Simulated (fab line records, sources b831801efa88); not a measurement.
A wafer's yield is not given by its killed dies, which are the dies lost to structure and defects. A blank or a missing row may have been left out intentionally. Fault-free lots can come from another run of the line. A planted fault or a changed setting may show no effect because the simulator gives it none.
Comparing a struck lot with a sound one -- flow sky130 -- 17 out of 708 route steps
Sound: the wafers L664.1, L664.3, L664.6. Struck: wafers L665.3, L665.4, L665.6. Last of all comes the cause.
Order at every step that has rows: each side's tool, ch and its chambers, its first start. Under that, the readings that differ: sound wafers -- struck wafers -- difference of the means -- sigmas: that difference in standard deviations of wafers without a fault.
alike: readings with means less than 2 such deviations apart, plus words and numbers identical on both sides. not compared: withheld readings, readings lacking a value on some wafer, bounds such as >300 that could conceal the same value, and numbers that have no deviation in the record and whose values overlap.
A row with sigmas, a row that says differs or no value, or rows on one side alone: a step with any of these is where the two part. Numbers that have no deviation but don't overlap get no sigmas and don't part them. A reading that every wafer of one side lacks parts them only if that side has two wafers or more.

SKY_LDD_HVN_OVL_MEAS_07:
  sound on overlay-01, day 23 12:19; struck on overlay-01, day 23 20:22
  alike: LDD_HVN_OVL
after that, 1 step had no rows for these wafers: SKY_LDD_HVN_IMPLANT_08.
SKY_LDD_HVN_STRIP_09: strips in O2/N2.
  sound on plasma_asher-01 ch 0,1, day 23 12:31; struck on plasma_asher-03 ch 0,1, day 23 20:35
  alike: drypump_motor_current_A, oes_product_au, strip_time_to_endpoint_s
  not compared: rf_hours_counter_h
SKY_LDD_HVN_TW_MEAS_10:
  sound on film_metro-02, day 23 12:37; struck on film_metro-04, day 23 20:40
reading,sound,struck,difference,sigmas
LDD_HVN_TW,1466 1457 1467,1435 1431 1424,-33,-2
then, 7 steps without rows for these wafers: SKY_LDD_HVP_DEHYDRATE_00 (time 60 s); SKY_LDD_HVP_HMDS_01 (prime time 60 s); SKY_LDD_HVP_COAT_02 (resist thk 300 nm); SKY_LDD_HVP_SOFTBAKE_03 (time 60 s); SKY_LDD_HVP_EXPOSE_04 (exposes mask HVPTM, target cd 700 nm); SKY_LDD_HVP_PEB_05; SKY_LDD_HVP_DEVELOP_06 (develop time 60 s).
SKY_LDD_HVP_OVL_MEAS_07:
  sound on overlay-01, day 24 17:25; struck on overlay-02, day 25 02:07
  alike: LDD_HVP_OVL
SKY_LDD_HVP_IMPLANT_08:
  sound on implanter-04 ch 0, day 24 17:27; struck on implanter-03 ch 0, day 25 02:12
reading,sound,struck,difference,sigmas
beam_on_s (s),10.03 9.98 9.98,12.89 12.60 12.72,+2.74,+15
end_station_pressure_torr (Torr),4.39e-06 5.01e-06 5.44e-06,0.00011707 0.00012422 0.00012549,+0.00011731,+99 or more
faraday_current_uA,94.9 96.4 96.1,75.1 76.7 76.1,-19.8,-12
  alike: tilt_deg
SKY_LDD_HVP_STRIP_09: strips in O2/N2.
  sound on plasma_asher-02 ch 1, day 24 17:36; struck on plasma_asher-03 ch 0,1, day 25 02:20
reading,sound,struck,difference,sigmas
drypump_motor_current_A (A),4.9 4.9 4.9,5.5 6.5 6.5,+1.3,+2
  alike: oes_product_au, strip_time_to_endpoint_s
  not compared: rf_hours_counter_h
SKY_LDD_HVP_TW_MEAS_10:
  sound on film_metro-04, day 24 17:42; struck on film_metro-04, day 25 02:25
reading,sound,struck,difference,sigmas
LDD_HVP_TW,455 455 454,486 486 488,+32,+6
then, 1 step without rows for these wafers: SKY_LDD_LDN_DEHYDRATE_00 (time 60 s).
-- record jumps: 23 days separate the struck wafers' starts on either side; left off in module LDD_LDN, taken up again in module PAD_OPEN, whose first shown step is the route's number 708 --
SKY_PAD_OPEN_PROBE_99:
  sound on prober-02, day 48 01:26; struck on prober-02, day 48 04:03
reading,sound,struck,difference,sigmas
model.etest.tip_p_5v.rs_ohm_sq,2855 2848 2857,2400 2415 2404,-447,
model.etest.pfet_g5v0d10v5.r_on_ohm_um,4708 4712 4789,4687 4632 4676,-71,
  alike: killed_at_M0_to_M3, killed_at_M4_up, killed_at_contacts, killed_at_front_end, killed_at_other, killed_dies, killed_open, killed_short
  not compared: model.etest.pfet_g5v0d10v5.drive_ua_um

## WHERE THEY PART
Last at SKY_LDD_HVP_TW_MEAS_10 as far as this record goes, first at SKY_LDD_HVN_TW_MEAS_10. Later steps at which nothing parts them and some readings are alike: SKY_PAD_OPEN_PROBE_99.

WHY: whatever the simulator had introduced
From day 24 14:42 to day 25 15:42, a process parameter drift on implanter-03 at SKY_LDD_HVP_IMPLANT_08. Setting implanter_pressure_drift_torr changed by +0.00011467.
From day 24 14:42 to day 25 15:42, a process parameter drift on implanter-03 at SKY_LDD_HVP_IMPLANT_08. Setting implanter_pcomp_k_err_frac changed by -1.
